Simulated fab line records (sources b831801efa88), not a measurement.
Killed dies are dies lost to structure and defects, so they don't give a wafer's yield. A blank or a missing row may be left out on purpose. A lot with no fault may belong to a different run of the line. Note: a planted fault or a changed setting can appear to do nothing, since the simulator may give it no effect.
fab line records || flow sky130
record: {"lots": 13, "wafers": 39, "last-day": 50}
route steps=708 shown POLY_GATE@204
lots that met no fault: taken from a fault-free run of the same line
start-h: start of the lot's first displayed wafer, in hours after the record's first day || wait-h: hours from the lot's prior step to this one || " identical to the entry in the row above || L1.1+2: a row that stands for several wafers || - value missing, or start not given || * or withheld: withheld || < > ~ a bound
route shown NAME@n: a module of which the file shows steps, and the number in the route of the first || usual: mean and standard deviation over wafers with no fault || same: alike in all rows || chamber/n: place in a boat || sites: the reading at each site || _std_site: the standard deviation of these || _edge_site: the outer-site mean with the inner-site mean subtracted || radius-mm: for every site, how far away it sits from the centre of the wafer || mask NAME#n: copy n || behind: tool/chamber where the wafer was last shaped || hold: why the lot went on hold/how many hours it stayed there/how the hold came to an end || device: transistor that didn't switch, given as n, p or np || end of line: the same wafers' tests at the end of the route || for a step that has no rows: nothing shown but its recipe || killed: dies lost to structure and defects at the first sort, not the wafer's yield || map: per-die view of a wafer (x killed, . not killed, _ where there is no die)
set.NAME: the setting as run; set.NAME@STEP: as run at that earlier step || model.NAME: the simulator's own value behind a step, which no gauge read
route steps across a sampled set of lots; one table per step, one row per wafer
== steps ==
step: SKY_POLY_GATE_CVD_00
recipe: {"material": "poly-Si", "target-thk-nm": 180, "temp-c": 620, "time-s": 720, "pressure-mtorr": 200}
usual: {"zone-power-centre-pct": "8.3/0.74", "zone-power-lower-pct": "11.0/1.7"}
{"lot.wafer": "L191.2", "tool": "lpcvd-01", "chamber": 1, "start-h": 314.39, "wait-h": 0.0, "zone-power-centre-pct": 7.5, "zone-power-lower-pct": 9.0}
{"lot.wafer": "L191.5", "tool": "lpcvd-01", "chamber": 1, "start-h": 314.39, "wait-h": 0.0, "zone-power-centre-pct": 7.5, "zone-power-lower-pct": 9.0}
{"lot.wafer": "L191.6", "tool": "lpcvd-01", "chamber": 1, "start-h": 314.39, "wait-h": 0.0, "zone-power-centre-pct": 7.4, "zone-power-lower-pct": 9.0}
{"lot.wafer": "L190.1", "tool": "lpcvd-01", "chamber": 1, "start-h": 315.92, "wait-h": 0.0, "zone-power-centre-pct": 7.4, "zone-power-lower-pct": 9.1}
{"lot.wafer": "L190.3", "tool": "lpcvd-01", "chamber": 1, "start-h": 315.92, "wait-h": 0.0, "zone-power-centre-pct": 7.4, "zone-power-lower-pct": 8.9}
{"lot.wafer": "L190.5", "tool": "lpcvd-01", "chamber": 1, "start-h": 315.92, "wait-h": 0.0, "zone-power-centre-pct": 7.4, "zone-power-lower-pct": 8.8}
{"lot.wafer": "L192.4", "tool": "lpcvd-01", "chamber": 1, "start-h": 324.76, "wait-h": 0.0, "zone-power-centre-pct": 7.5, "zone-power-lower-pct": 9.0}
{"lot.wafer": "L192.5", "tool": "lpcvd-01", "chamber": 1, "start-h": 324.76, "wait-h": 0.0, "zone-power-centre-pct": 7.5, "zone-power-lower-pct": 8.9}
{"lot.wafer": "L192.6", "tool": "lpcvd-01", "chamber": 1, "start-h": 324.76, "wait-h": 0.0, "zone-power-centre-pct": 7.4, "zone-power-lower-pct": 8.9}
{"lot.wafer": "L193.2", "tool": "lpcvd-01", "chamber": 0, "start-h": 342.86, "wait-h": 0.0, "zone-power-centre-pct": 8.9, "zone-power-lower-pct": 12.4}
{"lot.wafer": "L193.3", "tool": "lpcvd-01", "chamber": 0, "start-h": 342.86, "wait-h": 0.0, "zone-power-centre-pct": 9.0, "zone-power-lower-pct": 12.5}
{"lot.wafer": "L193.4", "tool": "lpcvd-01", "chamber": 0, "start-h": 342.86, "wait-h": 0.0, "zone-power-centre-pct": 8.9, "zone-power-lower-pct": 12.7}
{"lot.wafer": "L195.1", "tool": "lpcvd-01", "chamber": 1, "start-h": 354.43, "wait-h": 0.0, "zone-power-centre-pct": 7.6, "zone-power-lower-pct": 9.0}
{"lot.wafer": "L195.2", "tool": "lpcvd-01", "chamber": 1, "start-h": 354.43, "wait-h": 0.0, "zone-power-centre-pct": 7.4, "zone-power-lower-pct": 9.1}
{"lot.wafer": "L195.4", "tool": "lpcvd-01", "chamber": 1, "start-h": 354.43, "wait-h": 0.0, "zone-power-centre-pct": 7.5, "zone-power-lower-pct": 9.1}
{"lot.wafer": "L194.1", "tool": "lpcvd-01", "chamber": 0, "start-h": 355.63, "wait-h": 0.3, "zone-power-centre-pct": 9.0, "zone-power-lower-pct": 12.4}
{"lot.wafer": "L194.3", "tool": "lpcvd-01", "chamber": 0, "start-h": 355.63, "wait-h": 0.3, "zone-power-centre-pct": 8.8, "zone-power-lower-pct": 12.5}
{"lot.wafer": "L194.5", "tool": "lpcvd-01", "chamber": 0, "start-h": 355.63, "wait-h": 0.3, "zone-power-centre-pct": 8.9, "zone-power-lower-pct": 12.6}
{"lot.wafer": "L196.3", "tool": "lpcvd-01", "chamber": 1, "start-h": 357.99, "wait-h": 0.0, "zone-power-centre-pct": 7.5, "zone-power-lower-pct": 8.9}
{"lot.wafer": "L196.4", "tool": "lpcvd-01", "chamber": 1, "start-h": 357.99, "wait-h": 0.0, "zone-power-centre-pct": 7.4, "zone-power-lower-pct": 8.9}
{"lot.wafer": "L196.6", "tool": "lpcvd-01", "chamber": 1, "start-h": 357.99, "wait-h": 0.0, "zone-power-centre-pct": 7.4, "zone-power-lower-pct": 9.1}
{"lot.wafer": "L197.2", "tool": "lpcvd-01", "chamber": 0, "start-h": 364.54, "wait-h": 0.0, "zone-power-centre-pct": 8.8, "zone-power-lower-pct": 12.5}
{"lot.wafer": "L197.3", "tool": "lpcvd-01", "chamber": 0, "start-h": 364.54, "wait-h": 0.0, "zone-power-centre-pct": 9.0, "zone-power-lower-pct": 12.4}
{"lot.wafer": "L197.5", "tool": "lpcvd-01", "chamber": 0, "start-h": 364.54, "wait-h": 0.0, "zone-power-centre-pct": 9.0, "zone-power-lower-pct": 12.3}
{"lot.wafer": "L198.1", "tool": "lpcvd-01", "chamber": 0, "start-h": 379.01, "wait-h": 0.0, "zone-power-centre-pct": 8.8, "zone-power-lower-pct": 12.4}
{"lot.wafer": "L198.3", "tool": "lpcvd-01", "chamber": 0, "start-h": 379.01, "wait-h": 0.0, "zone-power-centre-pct": 9.0, "zone-power-lower-pct": 12.6}
{"lot.wafer": "L198.4", "tool": "lpcvd-01", "chamber": 0, "start-h": 379.01, "wait-h": 0.0, "zone-power-centre-pct": 8.8, "zone-power-lower-pct": 12.4}
{"lot.wafer": "L200.1", "tool": "lpcvd-01", "chamber": 0, "start-h": 395.36, "wait-h": 0.0, "zone-power-centre-pct": 8.9, "zone-power-lower-pct": 12.5}
{"lot.wafer": "L200.2", "tool": "lpcvd-01", "chamber": 0, "start-h": 395.36, "wait-h": 0.0, "zone-power-centre-pct": 8.9, "zone-power-lower-pct": 12.6}
{"lot.wafer": "L200.4", "tool": "lpcvd-01", "chamber": 0, "start-h": 395.36, "wait-h": 0.0, "zone-power-centre-pct": 8.7, "zone-power-lower-pct": 12.3}
{"lot.wafer": "L204.1", "tool": "lpcvd-01", "chamber": 1, "start-h": 423.65, "wait-h": 0.0, "zone-power-centre-pct": 7.4, "zone-power-lower-pct": 9.1}
{"lot.wafer": "L204.4", "tool": "lpcvd-01", "chamber": 1, "start-h": 423.65, "wait-h": 0.0, "zone-power-centre-pct": 7.4, "zone-power-lower-pct": 9.1}
{"lot.wafer": "L204.6", "tool": "lpcvd-01", "chamber": 1, "start-h": 423.65, "wait-h": 0.0, "zone-power-centre-pct": 7.5, "zone-power-lower-pct": 9.0}
{"lot.wafer": "L205.2", "tool": "lpcvd-01", "chamber": 0, "start-h": 436.44, "wait-h": 0.0, "zone-power-centre-pct": 8.9, "zone-power-lower-pct": 12.4}
{"lot.wafer": "L205.3", "tool": "lpcvd-01", "chamber": 0, "start-h": 436.44, "wait-h": 0.0, "zone-power-centre-pct": 8.9, "zone-power-lower-pct": 12.3}
{"lot.wafer": "L205.5", "tool": "lpcvd-01", "chamber": 0, "start-h": 436.44, "wait-h": 0.0, "zone-power-centre-pct": 8.9, "zone-power-lower-pct": 12.6}
{"lot.wafer": "L213.1", "tool": "lpcvd-01", "chamber": 1, "start-h": 502.73, "wait-h": 0.0, "zone-power-centre-pct": 7.3, "zone-power-lower-pct": 8.9}
{"lot.wafer": "L213.2", "tool": "lpcvd-01", "chamber": 1, "start-h": 502.73, "wait-h": 0.0, "zone-power-centre-pct": 7.3, "zone-power-lower-pct": 9.2}
{"lot.wafer": "L213.6", "tool": "lpcvd-01", "chamber": 1, "start-h": 502.73, "wait-h": 0.0, "zone-power-centre-pct": 7.4, "zone-power-lower-pct": 9.0}
step: SKY_POLY_GATE_THK_MEAS_01
recipe: {"reads": "poly-Si_of_POLY_GATE_CVD_00"}
usual: {"POLY_GATE_CVD_00_THK": "179.9/1.5"}
{"lot.wafer": "L191.2", "tool": "film-metro-03", "chamber": "-", "start-h": 315.60, "wait-h": 0.0, "POLY_GATE_CVD_00_THK[nm]": 179.2}
{"lot.wafer": "L191.5", "tool": "film-metro-03", "chamber": "-", "start-h": 315.60, "wait-h": 0.0, "POLY_GATE_CVD_00_THK[nm]": 179.6}
{"lot.wafer": "L191.6", "tool": "film-metro-03", "chamber": "-", "start-h": 315.60, "wait-h": 0.0, "POLY_GATE_CVD_00_THK[nm]": 179.2}
{"lot.wafer": "L190.1", "tool": "film-metro-02", "chamber": "-", "start-h": 317.12, "wait-h": 0.0, "POLY_GATE_CVD_00_THK[nm]": 176.6}
{"lot.wafer": "L190.3", "tool": "film-metro-02", "chamber": "-", "start-h": 317.12, "wait-h": 0.0, "POLY_GATE_CVD_00_THK[nm]": 177.3}
{"lot.wafer": "L190.5", "tool": "film-metro-02", "chamber": "-", "start-h": 317.12, "wait-h": 0.0, "POLY_GATE_CVD_00_THK[nm]": 178.0}
{"lot.wafer": "L192.4", "tool": "film-metro-03", "chamber": "-", "start-h": 325.99, "wait-h": 0.0, "POLY_GATE_CVD_00_THK[nm]": 179.3}
{"lot.wafer": "L192.5", "tool": "film-metro-03", "chamber": "-", "start-h": 325.99, "wait-h": 0.0, "POLY_GATE_CVD_00_THK[nm]": 180.1}
{"lot.wafer": "L192.6", "tool": "film-metro-03", "chamber": "-", "start-h": 325.99, "wait-h": 0.0, "POLY_GATE_CVD_00_THK[nm]": 179.7}
{"lot.wafer": "L193.2", "tool": "film-metro-01", "chamber": "-", "start-h": 344.07, "wait-h": 0.0, "POLY_GATE_CVD_00_THK[nm]": 181.7}
{"lot.wafer": "L193.3", "tool": "film-metro-01", "chamber": "-", "start-h": 344.07, "wait-h": 0.0, "POLY_GATE_CVD_00_THK[nm]": 179.6}
{"lot.wafer": "L193.4", "tool": "film-metro-01", "chamber": "-", "start-h": 344.07, "wait-h": 0.0, "POLY_GATE_CVD_00_THK[nm]": 179.5}
{"lot.wafer": "L195.1", "tool": "film-metro-01", "chamber": "-", "start-h": 355.63, "wait-h": 0.0, "POLY_GATE_CVD_00_THK[nm]": 178.6}
{"lot.wafer": "L195.2", "tool": "film-metro-01", "chamber": "-", "start-h": 355.63, "wait-h": 0.0, "POLY_GATE_CVD_00_THK[nm]": 179.5}
{"lot.wafer": "L195.4", "tool": "film-metro-01", "chamber": "-", "start-h": 355.63, "wait-h": 0.0, "POLY_GATE_CVD_00_THK[nm]": 180.5}
{"lot.wafer": "L194.1", "tool": "film-metro-02", "chamber": "-", "start-h": 356.83, "wait-h": 0.0, "POLY_GATE_CVD_00_THK[nm]": 181.7}
{"lot.wafer": "L194.3", "tool": "film-metro-02", "chamber": "-", "start-h": 356.83, "wait-h": 0.0, "POLY_GATE_CVD_00_THK[nm]": 181.0}
{"lot.wafer": "L194.5", "tool": "film-metro-02", "chamber": "-", "start-h": 356.83, "wait-h": 0.0, "POLY_GATE_CVD_00_THK[nm]": 180.8}
{"lot.wafer": "L196.3", "tool": "film-metro-02", "chamber": "-", "start-h": 359.21, "wait-h": 0.0, "POLY_GATE_CVD_00_THK[nm]": 178.8}
{"lot.wafer": "L196.4", "tool": "film-metro-02", "chamber": "-", "start-h": 359.21, "wait-h": 0.0, "POLY_GATE_CVD_00_THK[nm]": 180.1}
{"lot.wafer": "L196.6", "tool": "film-metro-02", "chamber": "-", "start-h": 359.21, "wait-h": 0.0, "POLY_GATE_CVD_00_THK[nm]": 180.7}
{"lot.wafer": "L197.2", "tool": "film-metro-01", "chamber": "-", "start-h": 365.75, "wait-h": 0.0, "POLY_GATE_CVD_00_THK[nm]": 180.4}
{"lot.wafer": "L197.3", "tool": "film-metro-01", "chamber": "-", "start-h": 365.75, "wait-h": 0.0, "POLY_GATE_CVD_00_THK[nm]": 181.4}
{"lot.wafer": "L197.5", "tool": "film-metro-01", "chamber": "-", "start-h": 365.75, "wait-h": 0.0, "POLY_GATE_CVD_00_THK[nm]": 181.5}
{"lot.wafer": "L198.1", "tool": "film-metro-02", "chamber": "-", "start-h": 380.21, "wait-h": 0.0, "POLY_GATE_CVD_00_THK[nm]": 178.3}
{"lot.wafer": "L198.3", "tool": "film-metro-02", "chamber": "-", "start-h": 380.21, "wait-h": 0.0, "POLY_GATE_CVD_00_THK[nm]": 177.3}
{"lot.wafer": "L198.4", "tool": "film-metro-02", "chamber": "-", "start-h": 380.21, "wait-h": 0.0, "POLY_GATE_CVD_00_THK[nm]": 177.2}
{"lot.wafer": "L200.1", "tool": "film-metro-02", "chamber": "-", "start-h": 396.56, "wait-h": 0.0, "POLY_GATE_CVD_00_THK[nm]": 178.0}
{"lot.wafer": "L200.2", "tool": "film-metro-02", "chamber": "-", "start-h": 396.56, "wait-h": 0.0, "POLY_GATE_CVD_00_THK[nm]": 177.9}
{"lot.wafer": "L200.4", "tool": "film-metro-02", "chamber": "-", "start-h": 396.56, "wait-h": 0.0, "POLY_GATE_CVD_00_THK[nm]": 177.9}
{"lot.wafer": "L204.1", "tool": "film-metro-02", "chamber": "-", "start-h": 424.85, "wait-h": 0.0, "POLY_GATE_CVD_00_THK[nm]": 178.0}
{"lot.wafer": "L204.4", "tool": "film-metro-02", "chamber": "-", "start-h": 424.85, "wait-h": 0.0, "POLY_GATE_CVD_00_THK[nm]": 179.1}
{"lot.wafer": "L204.6", "tool": "film-metro-02", "chamber": "-", "start-h": 424.85, "wait-h": 0.0, "POLY_GATE_CVD_00_THK[nm]": 178.8}
{"lot.wafer": "L205.2", "tool": "film-metro-03", "chamber": "-", "start-h": 437.65, "wait-h": 0.0, "POLY_GATE_CVD_00_THK[nm]": 248.6}
{"lot.wafer": "L205.3", "tool": "film-metro-03", "chamber": "-", "start-h": 437.65, "wait-h": 0.0, "POLY_GATE_CVD_00_THK[nm]": 248.1}
{"lot.wafer": "L205.5", "tool": "film-metro-03", "chamber": "-", "start-h": 437.65, "wait-h": 0.0, "POLY_GATE_CVD_00_THK[nm]": 247.6}
{"lot.wafer": "L213.1", "tool": "film-metro-01", "chamber": "-", "start-h": 503.93, "wait-h": 0.0, "POLY_GATE_CVD_00_THK[nm]": 181.9}
{"lot.wafer": "L213.2", "tool": "film-metro-01", "chamber": "-", "start-h": 503.93, "wait-h": 0.0, "POLY_GATE_CVD_00_THK[nm]": 182.9}
{"lot.wafer": "L213.6", "tool": "film-metro-01", "chamber": "-", "start-h": 503.93, "wait-h": 0.0, "POLY_GATE_CVD_00_THK[nm]": 181.0}
== key ==
first-sign: {"step": "SKY_POLY_GATE_THK_MEAS_01", "reading": "POLY_GATE_CVD_00_THK", "direction": "up", "sigmas": 45, "usual": 179.9, "struck": 248.1}
effect none on later readings
met-at SKY_POLY_GATE_CVD_00
struck-lots L205
struck-wafers L205.2,L205.3,L205.5
later-rows-left-out L205.2,L205.3,L205.5
sort-left-out L205.2,L205.3,L205.5
tester-left-out L205
onset-between 395.36 436.44
fault: {"kind": "process-parameter-drift", "tool": "lpcvd-01", "chamber": 0, "onset-h": 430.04, "steps": "SKY_POLY_GATE_CVD_00", "channel": "target-thk-nm", "offset": 66.982, "shape": "step", "end-h": 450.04, "stated": 180}
tester-left-out: of these lots the tester's yield and bins aren't shown, on N5 and GAA mostly nor the transistor test; their killed dies are dies lost to structure and defects alone, not to doping, threshold or leakage, so they don't give the yield
sort-left-out: the simulated sort isn't trusted on such a fault, so these wafers' sort isn't shown, and their yield isn't known
later-rows-left-out: the simulator's readings of these wafers behind a module that went badly wrong aren't trusted and aren't shown, but for the sort
